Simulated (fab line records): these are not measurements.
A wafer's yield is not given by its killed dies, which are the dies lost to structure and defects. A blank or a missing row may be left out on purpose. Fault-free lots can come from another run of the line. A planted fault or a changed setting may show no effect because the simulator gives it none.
fab line records | flow sfqLine
[record] lots = 5 | wafers = 14 | lastDay = 80
route steps=325 shown L0V@17 M0@28 I0@43 M1@58 I1@76 M8@325
lots that met no fault: from a run of the same line without faults
startH: hours from the record's opening day to when the first of the lot's shown wafers began | waitH: hours elapsed since this lot's preceding step | " as in the row above | L1.1+2: a single row standing in for several wafers | - no value, or no start was given | * or withheld: withheld | < > ~ a bound
route shown NAME@n: NAME is a module with steps in the file, n the number in the route of the first one | usual: mean and standard deviation over wafers with no fault | same: alike in all rows | chamber/n: place in a boat | sites: readings site by site | _std_site: the standard deviation of these | _edge_site: outer sites' mean less inner sites' | radiusMm: for every site, how far away it sits from the centre of the wafer | mask NAME#n: copy n | behind: tool/chamber where the wafer was last shaped | hold: why the lot was held/for how many hours/how that ended | device: whichever transistor did not switch (one of n, p or np) | end of line: tests of these same wafers at the route's end | for a step that has no rows: nothing shown but its recipe | killed: dies lost to structure and defects at the first sort, not the wafer's yield | map: per-die view of a wafer (x killed, . not killed, _ where there is no die)
set.NAME: the setting the step ran with; set.NAME@STEP: the setting that earlier step ran with | model.NAME: the simulator's own value behind a step, which no gauge read
certain route steps with their lots: each step a table, each wafer a row
services: a tool's chamber out of use, with start hour (startH, from the record's first day; less than 0 if before it), hours out, and reason
[[steps]]
[step SFQ_TRILAYER_L0_VIA_LITHO_COAT_018]
[recipe] resist = BARC | spinRpm = 3000 | resistThkNm = 62
[step SFQ_TRILAYER_L0_VIA_LITHO_COAT_013]
[recipe] resist = KrF | spinRpm = 3000 | resistThkNm = 650
[step SFQ_TRILAYER_L0_VIA_LITHO_SOFTBAKE_017]
[recipe] tempC = withheld | timeS = withheld | resist = KrF
[step SFQ_TRILAYER_L0_VIA_LITHO_EXPOSE_014]
[recipe] maskId = L0V | na = 0.6 | sourceShape = conventional | sigmaOuter = 0.65 | targetCdNm = 700 | doseMj = 21.3
[step SFQ_TRILAYER_L0_VIA_LITHO_PEB_016]
[recipe] pebTempC = 115 | pebTimeS = 60 | resist = KrF
[step SFQ_TRILAYER_L0_VIA_LITHO_DEVELOP_015]
[recipe] timeS = 60 | resist = KrF
[step SFQ_L0V_OVL_MEAS_903]
[usual] L0V_OVL = 1/6.3
lot.wafer | tool       | chamber | startH | waitH | L0V_OVL[nm]
L851.2    | overlay-01 | -       | 163.03 | 0.1   | 3
L851.3    | "          | -       | "      | "     | -3
L851.4    | "          | -       | "      | "     | 7
L854.3    | overlay-01 | -       | 187.91 | 0.1   | 5
L854.4    | "          | -       | "      | "     | -3
L854.6    | "          | -       | "      | "     | 3
L857.2    | overlay-02 | -       | 213.33 | 0.1   | 3
L857.3    | "          | -       | "      | "     | 3
L857.6    | "          | -       | "      | "     | 5
L858.1    | overlay-02 | -       | 221.73 | 0.1   | -8
L858.3    | "          | -       | "      | "     | -6
L858.4    | "          | -       | "      | "     | -7
L865.4    | overlay-02 | -       | 267.56 | 0.1   | 11
L865.5    | "          | -       | "      | "     | 6
[step SFQ_TRILAYER_L0_VIA_BARC_OPEN_VIA_ETCH_021]
[recipe] maskMaterial = PR | chemistry = O2 | targetDepthNm = 125 | target = BARC | sourceW = 500 | biasW = 80 | pressureMtorr = 30 | timeS = 41.7
[step SFQ_TRILAYER_L0_VIA_ETCH_VIA_ETCH_016]
[recipe] target = SiO2 | stopOn = MoNx_KI | maskMaterial = PR | chemistry = CHF3 | targetDepthNm = 80 | sourceW = 500 | biasW = 80 | pressureMtorr = 30 | timeS = withheld
[step SFQ_TRILAYER_L0_VIA_STRIP_STRIP_017]
[recipe] gas = O2 | powerW = 200 | platenTempC = 40 | overashFraction = 0.65 | chemistry = O2 | pressureMtorr = 50
[step SFQ_TRILAYER_L0_VIA_STRIP_SOLV_CLEAN_018]
[recipe] chemistry = NMP | tempC = 70 | timeS = 600
[step SFQ_TRILAYER_M0_DEP_PRE_CLEAN_020]
[recipe] gas = Ar | timeS = 15 | biasV = 250
[step SFQ_TRILAYER_M0_DEP_SPUTTER_019]
[recipe] material = Nb | basePressurePa = 1.33e-06 | chamberPressurePa = 0.1333 | substrateTempC = 20 | resputterCathodeVoltageV = 400 | targetThkNm = 200 | powerW = 2000 | timeS = 133.3
[usual] chamberPressurePa = 0.13331/0.00028 | substrateTempC = 20.00/0.095 | throttleValvePct = 30.0/1.3
lot.wafer | tool          | chamber | startH | waitH | chamberPressurePa | substrateTempC | throttleValvePct | model.Nb_of_TRILAYER_M0_DEP_SPUTTER_019.thkNm
L851.2    | pvdSputter-03 | -       | 163.95 | 0.0   | 0.13352           | 19.87          | 29.8             | 200.7
L851.3    | "             | -       | "      | "     | 0.13366           | 20.08          | 28.5             | 197
L851.4    | "             | -       | "      | "     | 0.13347           | 19.99          | 29.1             | 196.3
L854.3    | pvdSputter-06 | -       | 188.82 | 0.0   | 0.13338           | 20.12          | 29.6             | 196.9
L854.4    | "             | -       | "      | "     | 0.13349           | 19.92          | 28.9             | 200.8
L854.6    | "             | -       | "      | "     | 0.13345           | 19.92          | 29.3             | 199.5
L857.2    | pvdSputter-05 | -       | 214.25 | 0.0   | 0.13335           | 20.18          | 30.5             | 196.9
L857.3    | "             | -       | "      | "     | 0.13312           | 20.22          | 28.1             | 194.6
L857.6    | "             | -       | "      | "     | 0.13305           | 20.08          | 32.1             | 198.4
L858.1    | pvdSputter-06 | -       | 222.65 | 0.0   | 0.1334            | 20.13          | 30.9             | 198.4
L858.3    | "             | -       | "      | "     | 0.13323           | 20.05          | 30.7             | 203.3
L858.4    | "             | -       | "      | "     | 0.13311           | 20.04          | 29.0             | 200.4
L865.4    | pvdSputter-05 | -       | 268.46 | 0.0   | 0.1329            | 19.94          | 28.2             | 203.8
L865.5    | "             | -       | "      | "     | 0.1327            | 20.01          | 28.6             | 203.4
[step SFQ_M0_RS_MEAS_904]
[recipe] thkMeasGauge = four-point-probe | reads = Nb_of_TRILAYER_M0_DEP_SPUTTER_019
[usual] M0_NB_RS = 0.891/0.012
lot.wafer | tool         | chamber | startH | waitH | M0_NB_RS[ohm/sq]
L851.2    | filmMetro-01 | -       | 164.06 | 0.1   | 0.887
L851.3    | "            | -       | "      | "     | 0.906
L851.4    | "            | -       | "      | "     | 0.906
L854.3    | filmMetro-02 | -       | 188.95 | 0.1   | 0.906
L854.4    | "            | -       | "      | "     | 0.887
L854.6    | "            | -       | "      | "     | 0.893
L857.2    | filmMetro-02 | -       | 214.37 | 0.1   | 0.907
L857.3    | "            | -       | "      | "     | 0.916
L857.6    | "            | -       | "      | "     | 0.897
L858.1    | filmMetro-03 | -       | 222.74 | 0.0   | 0.899
L858.3    | "            | -       | "      | "     | 0.876
L858.4    | "            | -       | "      | "     | 0.889
L865.4    | filmMetro-03 | -       | 268.61 | 0.1   | 0.872
L865.5    | "            | -       | "      | "     | 0.876
[step SFQ_TRILAYER_M0_LITHO_COAT_026]
[recipe] resist = BARC | spinRpm = 3000 | resistThkNm = 62
[step SFQ_TRILAYER_M0_LITHO_COAT_021]
[recipe] resist = KrF | spinRpm = 3000 | resistThkNm = 600
[step SFQ_TRILAYER_M0_LITHO_SOFTBAKE_025]
[recipe] tempC = withheld | timeS = withheld | resist = KrF
[step SFQ_TRILAYER_M0_LITHO_EXPOSE_022]
[recipe] maskId = M0 | na = 0.6 | sourceShape = conventional | sigmaOuter = 0.65 | targetCdNm = 500 | doseMj = 14.4
[step SFQ_TRILAYER_M0_LITHO_PEB_024]
[recipe] pebTempC = 115 | pebTimeS = 60 | resist = KrF
[step SFQ_TRILAYER_M0_LITHO_DEVELOP_023]
[recipe] timeS = 60 | resist = KrF
[step SFQ_M0_OVL_MEAS_906]
[usual] M0_OVL = -6/6.9
lot.wafer | tool       | chamber | startH | waitH | M0_OVL[nm]
L851.2    | overlay-02 | -       | 266.35 | 0.1   | -8
L851.3    | "          | -       | "      | "     | -7
L851.4    | "          | -       | "      | "     | -2
L854.3    | overlay-02 | -       | 288.62 | 0.1   | -2
L854.4    | "          | -       | "      | "     | -8
L854.6    | "          | -       | "      | "     | -2
L857.2    | overlay-02 | -       | 309.00 | 0.1   | -4
L857.3    | "          | -       | "      | "     | -7
L857.6    | "          | -       | "      | "     | -2
L858.1    | overlay-02 | -       | 318.59 | 0.1   | -10
L858.3    | "          | -       | "      | "     | -5
L858.4    | "          | -       | "      | "     | -2
L865.4    | overlay-02 | -       | 387.39 | 0.1   | -2
L865.5    | "          | -       | "      | "     | 7
[step SFQ_TRILAYER_M0_BARC_OPEN_METAL_ETCH_031]
[recipe] maskMaterial = PR | chemistry = O2 | targetDepthNm = 125 | target = BARC | icpW = 600 | biasW = 80 | pressureMtorr = 10 | timeS = 41.7
[step SFQ_TRILAYER_M0_ETCH_METAL_ETCH_024]
[recipe] target = Nb | stopOn = SiO2 | maskMaterial = PR | chemistry = Cl2/Ar | targetDepthNm = 240 | icpW = 600 | biasW = 80 | pressureMtorr = 10 | timeS = 120
[usual] drypumpMotorCurrentA = 5.55/0.28 | oesProductAu = 0.894/0.0087
lot.wafer | tool        | chamber | startH | waitH | drypumpMotorCurrentA | oesProductAu | rfHoursCounterH | model.etch.depthNm | model.M0.featureDepthNm
L851.2    | rieMetal-02 | 1       | 266.44 | 0.0   | 5.89                 | 0.895        | 30              | 200.7              | 200.7
L851.3    | "           | 1       | "      | "     | 5.89                 | 0.888        | -               | 197                | 197
L851.4    | "           | 0       | "      | "     | 5.64                 | 0.885        | -               | 196.3              | 196.3
L854.3    | rieMetal-04 | 1       | 288.75 | 0.1   | 5.18                 | 0.882        | -               | 196.9              | 196.9
L854.4    | "           | 0       | "      | "     | 5.48                 | 0.895        | -               | 200.8              | 200.8
L854.6    | "           | 0       | "      | "     | 5.50                 | 0.894        | -               | 199.5              | 199.5
L857.2    | rieMetal-04 | 1       | 309.09 | 0.0   | 5.17                 | 0.886        | 32              | 196.9              | 196.9
L857.3    | "           | 0       | "      | "     | 5.51                 | 0.884        | -               | 194.6              | 194.6
L857.6    | "           | 0       | "      | "     | 5.54                 | 0.885        | -               | 198.4              | 198.4
L858.1    | rieMetal-04 | 1       | 318.69 | 0.0   | 5.20                 | 0.881        | 34              | 198.4              | 198.4
L858.3    | "           | 1       | "      | "     | 5.19                 | 0.905        | -               | 203.3              | 203.3
L858.4    | "           | 0       | "      | "     | 5.50                 | 0.894        | -               | 200.4              | 200.4
L865.4    | rieMetal-01 | 1       | 387.51 | 0.1   | 6.09                 | 0.900        | -               | 203.8              | 203.8
L865.5    | "           | 0       | "      | "     | 5.35                 | 0.914        | -               | 203.4              | 203.4
[step SFQ_TRILAYER_M0_STRIP_STRIP_025]
[recipe] gas = O2 | powerW = 200 | platenTempC = 40 | overashFraction = 0.65 | chemistry = O2 | pressureMtorr = 50
[usual] drypumpMotorCurrentA = 5.55/0.28 | oesProductAu = 0.998/0.015
lot.wafer | tool        | chamber | startH | waitH | drypumpMotorCurrentA | oesProductAu | rfHoursCounterH
L851.2    | rieMetal-02 | 1       | 266.56 | 0.1   | 5.88                 | 0.989        | 31
L851.3    | "           | 1       | "      | "     | 5.89                 | 0.992        | -
L851.4    | "           | 0       | "      | "     | 5.66                 | 0.998        | -
L854.3    | rieMetal-04 | 1       | 289.03 | 0.2   | 5.18                 | 1.013        | -
L854.4    | "           | 0       | "      | "     | 5.53                 | 1.007        | -
L854.6    | "           | 0       | "      | "     | 5.50                 | 1.009        | -
L857.2    | rieMetal-04 | 1       | 309.22 | 0.1   | 5.17                 | 1.008        | 33
L857.3    | "           | 0       | "      | "     | 5.50                 | 1.020        | -
L857.6    | "           | 0       | "      | "     | 5.51                 | 1.021        | -
L858.1    | rieMetal-04 | 1       | 318.82 | 0.1   | 5.19                 | 1.018        | 34
L858.3    | "           | 1       | "      | "     | 5.19                 | 1.009        | -
L858.4    | "           | 0       | "      | "     | 5.50                 | 1.018        | -
L865.4    | rieMetal-01 | 1       | 387.79 | 0.2   | 6.06                 | 1.004        | -
L865.5    | "           | 0       | "      | "     | 5.34                 | 0.976        | -
[step SFQ_TRILAYER_M0_STRIP_SOLV_CLEAN_026]
[recipe] chemistry = NMP | tempC = 70 | timeS = 600
[step SFQ_TRILAYER_I0_DEP_PECVD_027]
[recipe] material = SiO2 | tempC = 150 | timeS = 111.11 | pressureTorr = 2.4 | rfW = 183.3 | precursor = SiH4/N2O | targetThkNm = 500
[usual] heaterPowerW = 85/16 | throttleValvePct = 24.2/1.3
lot.wafer | tool     | chamber | startH | waitH | heaterPowerW | throttleValvePct
L851.2    | pecvd-03 | 0       | 267.34 | 0.0   | 106          | 23.1
L851.3    | "        | 2       | "      | "     | 72           | 22.4
L851.4    | "        | 1       | "      | "     | 73           | 24.3
L854.3    | pecvd-03 | 2       | 289.61 | 0.0   | 76           | 22.5
L854.4    | "        | 0       | "      | "     | 110          | 22.9
L854.6    | "        | 1       | "      | "     | 77           | 24.4
L857.2    | pecvd-02 | 2       | 309.99 | 0.0   | 76           | 25.7
L857.3    | "        | 0       | "      | "     | 82           | 25.2
L857.6    | "        | 2       | "      | "     | 78           | 25.2
L858.1    | pecvd-01 | 2       | 319.59 | 0.0   | 83           | 25.2
L858.3    | "        | 1       | "      | "     | 113          | 25.9
L858.4    | "        | 1       | "      | "     | 118          | 25.8
L865.4    | pecvd-01 | 1       | 388.41 | 0.0   | 120          | 25.9
L865.5    | "        | 0       | "      | "     | 80           | 25.4
[step SFQ_TRILAYER_I0_CMP_CMP_028]
[recipe] material = SiO2 | downForcePsi = 3 | platenRpm = 60 | padVelocityMS = 0.94248
[usual] motorCurrentA = 9.3/0.79 | platenRpm = 60.00/0.036 | slurryFlowMlMin = 149.9/0.47 | timeToEndpointS = 213/9.2
lot.wafer | tool   | chamber | startH | waitH | motorCurrentA | platenRpm | slurryFlowMlMin | timeToEndpointS
L851.2    | cmp-02 | 3       | 267.50 | 0.1   | 9.3           | 60.00     | 150.1           | 199
L851.3    | "      | 1       | 268.50 | 1.1   | 9.7           | 60.02     | 149.0           | 207
L851.4    | "      | 2       | "      | "     | 8.3           | 59.98     | 150.5           | 212
L854.4    | cmp-02 | 3       | 290.19 | 0.5   | 9.7           | 60.02     | 150.2           | 202
L854.3    | "      | 1       | 291.19 | 1.5   | 10.2          | 59.96     | 151.2           | 198
L854.6    | "      | 3       | 292.19 | 2.5   | 10.5          | 60.08     | 150.2           | 206
L857.3    | cmp-02 | 1       | 310.57 | 0.5   | 9.6           | 60.02     | 149.9           | 212
L857.2    | "      | 2       | "      | "     | 8.1           | 59.94     | 149.8           | 211
L857.6    | "      | 1       | 312.57 | 2.5   | 10.1          | 59.99     | 149.4           | 215
L858.4    | cmp-01 | 1       | 319.67 | 0.0   | 8.3           | 59.96     | 150.4           | 227
L858.1    | "      | 2       | "      | "     | 9.7           | 60.00     | 150.1           | 223
L858.3    | "      | 0       | 321.17 | 1.5   | 9.6           | 60.00     | 150.2           | 222
L865.4    | cmp-01 | 0       | 389.94 | 1.5   | 9.4           | 59.96     | 150.5           | 213
L865.5    | "      | 1       | "      | "     | 9.1           | 59.97     | 149.7           | 222
[step SFQ_I0_BOW_MEAS_907]
[recipe] mode = bow
[usual] I0_BOW = 1/7.2
lot.wafer | tool         | chamber | startH | waitH | I0_BOW[um]
L851.2    | filmMetro-04 | -       | 270.52 | 2.5   | -2
L851.3    | "            | -       | "      | "     | -1
L851.4    | "            | -       | "      | "     | 6
L854.3    | filmMetro-03 | -       | 292.73 | 1.0   | 8
L854.4    | "            | -       | "      | "     | 18
L854.6    | "            | -       | "      | "     | 6
L857.2    | filmMetro-03 | -       | 313.09 | 1.5   | -5
L857.3    | "            | -       | "      | "     | 2
L857.6    | "            | -       | "      | "     | 3
L858.1    | filmMetro-03 | -       | 322.67 | 2.0   | 5
L858.3    | "            | -       | "      | "     | -6
L858.4    | "            | -       | "      | "     | -6
L865.4    | filmMetro-04 | -       | 391.50 | 1.1   | -9
L865.5    | "            | -       | "      | "     | 3
[step SFQ_TRILAYER_I0_METRO_MEASURE_029]
[step SFQ_TRILAYER_I0_VIA_LITHO_COAT_036]
[recipe] resist = BARC | spinRpm = 3000 | resistThkNm = 62
[step SFQ_TRILAYER_I0_VIA_LITHO_COAT_031]
[recipe] resist = KrF | spinRpm = 3000 | resistThkNm = 650
[step SFQ_TRILAYER_I0_VIA_LITHO_SOFTBAKE_035]
[recipe] tempC = withheld | timeS = withheld | resist = KrF
[step SFQ_TRILAYER_I0_VIA_LITHO_EXPOSE_032]
[recipe] maskId = I0 | na = 0.6 | sourceShape = conventional | sigmaOuter = 0.65 | targetCdNm = 500 | doseMj = 21.3
[step SFQ_TRILAYER_I0_VIA_LITHO_PEB_034]
[recipe] pebTempC = 115 | pebTimeS = 60 | resist = KrF
[step SFQ_TRILAYER_I0_VIA_LITHO_DEVELOP_033]
[recipe] timeS = 60 | resist = KrF
[step SFQ_I0_OVL_MEAS_908]
[usual] I0_OVL = -1/4.4
lot.wafer | tool       | chamber | startH | waitH | I0_OVL[nm]
L851.2    | overlay-02 | -       | 392.18 | 0.1   | 0
L851.3    | "          | -       | "      | "     | -5
L851.4    | "          | -       | "      | "     | 6
L854.3    | overlay-02 | -       | 424.82 | 0.1   | -2
L854.4    | "          | -       | "      | "     | -1
L854.6    | "          | -       | "      | "     | 6
L857.2    | overlay-02 | -       | 451.21 | 0.1   | 3
L857.3    | "          | -       | "      | "     | 1
L857.6    | "          | -       | "      | "     | -3
L858.1    | overlay-01 | -       | 463.33 | 0.1   | 5
L858.3    | "          | -       | "      | "     | 4
L858.4    | "          | -       | "      | "     | 8
L865.4    | overlay-01 | -       | 542.67 | 0.1   | -6
L865.5    | "          | -       | "      | "     | -6
[step SFQ_TRILAYER_I0_VIA_BARC_OPEN_VIA_ETCH_046]
[recipe] maskMaterial = PR | chemistry = O2 | targetDepthNm = 125 | target = BARC | sourceW = 500 | biasW = 80 | pressureMtorr = 30 | timeS = 41.7
[usual] drypumpMotorCurrentA = 5.6/0.45 | oesProductAu = 0.686/0.0046
lot.wafer | tool       | chamber | startH | waitH | drypumpMotorCurrentA | oesProductAu | rfHoursCounterH
L851.2    | rieDiel-03 | 3       | 392.21 | 0.0   | 5.2                  | 0.682        | 88
L851.3    | "          | 1       | "      | "     | 6.7                  | 0.693        | 101
L851.4    | "          | 0       | "      | "     | 5.3                  | 0.681        | 1
L854.3    | rieDiel-02 | 1       | 424.84 | 0.0   | 5.1                  | 0.681        | 47
L854.4    | "          | 2       | "      | "     | 5.0                  | 0.685        | 60
L854.6    | "          | 3       | "      | "     | 6.0                  | 0.687        | -
L857.2    | rieDiel-03 | 0       | 451.24 | 0.0   | 5.3                  | 0.689        | 2
L857.3    | "          | 3       | "      | "     | 5.2                  | 0.680        | 89
L857.6    | "          | 3       | "      | "     | 5.2                  | 0.691        | -
L858.1    | rieDiel-03 | 0       | 463.37 | 0.0   | 5.3                  | 0.689        | 2
L858.3    | "          | 3       | "      | "     | 5.3                  | 0.687        | 89
L858.4    | "          | 2       | "      | "     | 5.7                  | 0.694        | 5
L865.4    | rieDiel-04 | 2       | 542.69 | 0.0   | 6.1                  | 0.687        | 35
L865.5    | "          | 1       | "      | "     | 6.0                  | 0.693        | -
[step SFQ_TRILAYER_I0_VIA_ETCH_VIA_ETCH_034]
[recipe] target = SiO2 | stopOn = Nb | maskMaterial = PR | taperDeg = 20 | chemistry = CHF3 | targetDepthNm = 260 | sourceW = 500 | biasW = 80 | pressureMtorr = 30 | timeS = withheld
[step SFQ_TRILAYER_I0_VIA_STRIP_STRIP_035]
[recipe] gas = O2 | powerW = 200 | platenTempC = 40 | overashFraction = 0.65 | chemistry = O2 | pressureMtorr = 50
[usual] drypumpMotorCurrentA = 5.6/0.37 | oesProductAu = 0.995/0.013
lot.wafer | tool        | chamber | startH | waitH | drypumpMotorCurrentA | oesProductAu | rfHoursCounterH
L851.2    | rieMetal-01 | 0       | 392.36 | -     | 5.4                  | 1.005        | 113
L851.3    | "           | 0       | "      | "     | 5.4                  | 0.996        | -
L851.4    | "           | 1       | "      | "     | 6.1                  | 1.014        | -
L854.3    | rieMetal-01 | 0       | 425.19 | -     | 5.3                  | 0.985        | -
L854.4    | "           | 1       | "      | "     | 6.1                  | 0.999        | -
L854.6    | "           | 1       | "      | "     | 6.1                  | 0.996        | -
L857.2    | rieMetal-01 | 1       | 451.39 | -     | 6.1                  | 0.987        | 17
L857.3    | "           | 1       | "      | "     | 6.1                  | 1.002        | -
L857.6    | "           | 0       | "      | "     | 5.3                  | 1.003        | -
L858.1    | rieMetal-01 | 1       | 463.52 | -     | 6.1                  | 1.009        | 19
L858.3    | "           | 1       | "      | "     | 6.1                  | 0.992        | -
L858.4    | "           | 0       | "      | "     | 5.3                  | 0.990        | -
L865.4    | rieMetal-01 | 0       | 543.04 | -     | 5.3                  | 0.987        | -
L865.5    | "           | 1       | "      | "     | 6.1                  | 1.001        | -
[step SFQ_TRILAYER_I0_VIA_STRIP_SOLV_CLEAN_036]
[recipe] chemistry = NMP | tempC = 70 | timeS = 600
[step SFQ_TRILAYER_M1_DEP_PRE_CLEAN_038]
[recipe] gas = Ar | timeS = 22.5 | biasV = 250
[step SFQ_TRILAYER_I1_METRO_MEASURE_047]
[usual] thkNm = 199.7/1.2
lot.wafer | tool         | chamber | startH | waitH | thkNm
L851.2    | filmMetro-01 | -       | 550.07 | 0.3   | 198.1
L851.3    | "            | -       | "      | "     | 196.8
L851.4    | "            | -       | "      | "     | 200.6
L854.3    | filmMetro-02 | -       | 586.32 | 0.5   | 201.7
L854.4    | "            | -       | "      | "     | 199.2
L854.6    | "            | -       | "      | "     | 200.5
L857.2    | filmMetro-02 | -       | 617.38 | 0.3   | 201.8
L857.3    | "            | -       | "      | "     | 201.7
L857.6    | "            | -       | "      | "     | 202.2
L858.1    | filmMetro-02 | -       | 623.25 | 0.1   | 200.3
L858.3    | "            | -       | "      | "     | 200.1
L858.4    | "            | -       | "      | "     | 201.5
L865.4    | filmMetro-02 | -       | 697.32 | 4.1   | 198.2
L865.5    | "            | -       | "      | "     | 199.2
L865.4    | filmMetro-02 | -       | 698.69 | 1.2   | 198.3
L865.5    | "            | -       | "      | "     | 199.1
[step SFQ_M8_BOW_MEAS_951]
[recipe] mode = bow
[usual] M8_BOW = 10/13
lot.wafer | tool         | chamber | startH  | waitH | M8_BOW[um] | model.etest.m0.ohmUm | model.etest.m0.ohmSq
L851.2    | filmMetro-03 | -       | 1633.75 | 0.0   | 14         | 1.777                | 0.8873
L851.3    | "            | -       | "       | "     | 14         | 1.802                | 0.9038
L851.4    | "            | -       | "       | "     | 22         | 1.811                | 0.9071
L854.3    | filmMetro-01 | -       | 1842.95 | 0.0   | 28         | 1.814                | 0.9043
L854.4    | "            | -       | "       | "     | 37         | 1.778                | 0.8867
L854.6    | "            | -       | "       | "     | 26         | 1.785                | 0.8924
L857.2    | filmMetro-01 | -       | 1848.93 | 0.0   | -12        | 1.82                 | 0.9044
L857.3    | "            | -       | "       | "     | -4         | 1.825                | 0.915
L857.6    | "            | -       | "       | "     | -3         | 1.795                | 0.8975
L858.1    | filmMetro-01 | -       | 1876.23 | 0.0   | 23         | 1.802                | 0.8976
L858.3    | "            | -       | "       | "     | 13         | 1.755                | 0.876
L858.4    | "            | -       | "       | "     | 14         | 1.784                | 0.8887
L865.4    | filmMetro-04 | -       | 1921.03 | 0.1   | 3          | 1.747                | 0.8737
L865.5    | "            | -       | "       | "     | 13         | 1.742                | 0.8753
[[services]]
tool         | chamber | startH | hours | kind
cmp-02       | -       | 160.47 | 0.5   | repair
filmMetro-02 | -       | 219.44 | 1.0   | pm
filmMetro-02 | -       | 240.32 | 7.2   | pm
rieDiel-03   | 0       | 246.31 | 6.7   | repair
rieMetal-01  | 0       | 279.19 | 10.5  | repair
rieMetal-04  | 0       | 296.73 | 3.4   | repair
rieDiel-03   | 2       | 307.62 | 3.7   | repair
filmMetro-02 | -       | 338.32 | 0.6   | pm
rieMetal-01  | -       | 341.61 | 12.1  | repair
cmp-02       | -       | 342.12 | 5.2   | pm
rieMetal-01  | 1       | 346.13 | 21.6  | repair
filmMetro-02 | -       | 349.10 | 0.7   | pm
filmMetro-02 | -       | 356.80 | 6.0   | repair
cmp-02       | -       | 394.68 | 1.3   | repair
cmp-02       | -       | 407.06 | 4.0   | pm
filmMetro-02 | -       | 465.15 | 4.7   | pm
rieMetal-04  | -       | 480.13 | 0.2   | repair
rieMetal-04  | -       | 494.38 | 1.7   | repair
rieMetal-01  | -       | 572.97 | 0.3   | repair
filmMetro-02 | -       | 579.46 | 2.2   | pm
filmMetro-02 | -       | 583.32 | 1.5   | pm
filmMetro-02 | -       | 594.10 | 1.4   | pm
rieMetal-01  | -       | 619.49 | 1.4   | pm
rieMetal-01  | -       | 647.45 | 2.8   | pm
[[key]]
[firstSign] step = SFQ_TRILAYER_I1_METRO_MEASURE_047 | reading = visit | direction = added
effect none on later readings
[modelEffect] step = SFQ_TRILAYER_M0_DEP_SPUTTER_019 | value = Nb_of_TRILAYER_M0_DEP_SPUTTER_019.thkNm | without = 197.7 | struck = 203.6
[modelEffect] step = SFQ_TRILAYER_M0_ETCH_METAL_ETCH_024 | value = etch.depthNm | without = 197.7 | struck = 203.6
[modelEffect] step = SFQ_M8_BOW_MEAS_951 | value = etest.m0.ohmUm | without = 1.796 | struck = 1.744
metAt SFQ_TRILAYER_M0_DEP_SPUTTER_019
struckWafers L865.4,L865.5
onsetBetween 214.25 268.46
alsoFits time
[fault] kind = processParameterDrift | tool = pvdSputter-05 | chamber = - | onsetH = 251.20 | steps = SFQ_TRILAYER_M0_DEP_SPUTTER_019 | channel = targetThkNm | offset = 5.8872 | shape = step | endH = 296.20 | scope = struckWafersOnly | actsIn = theseRecipesOnly | stated = 200
